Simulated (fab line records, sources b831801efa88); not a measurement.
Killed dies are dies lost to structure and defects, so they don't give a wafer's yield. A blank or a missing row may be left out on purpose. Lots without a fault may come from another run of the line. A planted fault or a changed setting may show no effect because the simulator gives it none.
Which tool did it? | flow gf180mcu | 14 lots, 42 wafers sampled, at 1 step of a route of 602

WHAT THE GAUGES READ, wafer by wafer
GF_V3_RS_MEAS_24: measures by four-point-probe. Usual: V3_W_RS 0.328 ohm/sq, standard deviation 0.0031.
lot  | measured     | on            | V3_W_RS (ohm/sq)  | flag
L568 | day 22 08:34 | film_metro-02 | 0.328 0.331 0.330 |
L569 | day 22 18:53 | film_metro-02 | 0.323 0.323 0.322 |
L570 | day 23 00:45 | film_metro-01 | 0.331 0.332 0.332 |
L571 | day 23 16:58 | film_metro-02 | 0.328 0.324 0.323 |
L572 | day 24 00:25 | film_metro-04 | 0.333 0.329 0.332 |
L577 | day 25 13:13 | film_metro-01 | 0.327 0.325 0.327 |
L581 | day 27 00:11 | film_metro-04 | 0.329 0.324 0.324 |
L583 | day 27 19:34 | film_metro-02 | 0.330 0.329 0.329 |
L585 | day 28 03:51 | film_metro-01 | 0.331 0.331 0.324 |
L586 | day 28 13:12 | film_metro-01 | 0.327 0.330 0.329 |
L587 | day 28 15:54 | film_metro-02 | 0.333 0.334 0.332 |
L588 | day 28 22:10 | film_metro-01 | 0.329 0.330 0.328 |
L590 | day 29 13:28 | film_metro-01 | 0.333 0.330 0.334 |
L591 | day 29 17:19 | film_metro-04 | 0.323 0.327 0.327 |

WHICH TOOL RAN EACH LOT (tool, then ch and the chambers of the sampled wafers, then the start)
The record holds no process step before these readings.

WHAT THE TOOLS THEMSELVES READ (means of the sampled wafers that have a number; where no wafer has one, the mark that the record gives instead)
The record holds no such reading with a usual standard deviation.

THE ANSWER, worked out from the rows above alone
Rule: a lot is off if the mean of its wafers that have a number lies more than 3 standard deviations from the usual mean. A lot without any number at a reading at which 4 lots or more have one is off too. The other lots that the step has rows for count as sound. The gauges are gone through in route order, then the tools' own readings, and for those a lot's mean is taken as printed above. The first step at which some lot is off is used, and at that step the reading that is off furthest; a lot without a number counts as furthest.
No lot is off at any reading shown: from this, nothing can be told.

WHAT THE SIMULATOR HAD PUT IN
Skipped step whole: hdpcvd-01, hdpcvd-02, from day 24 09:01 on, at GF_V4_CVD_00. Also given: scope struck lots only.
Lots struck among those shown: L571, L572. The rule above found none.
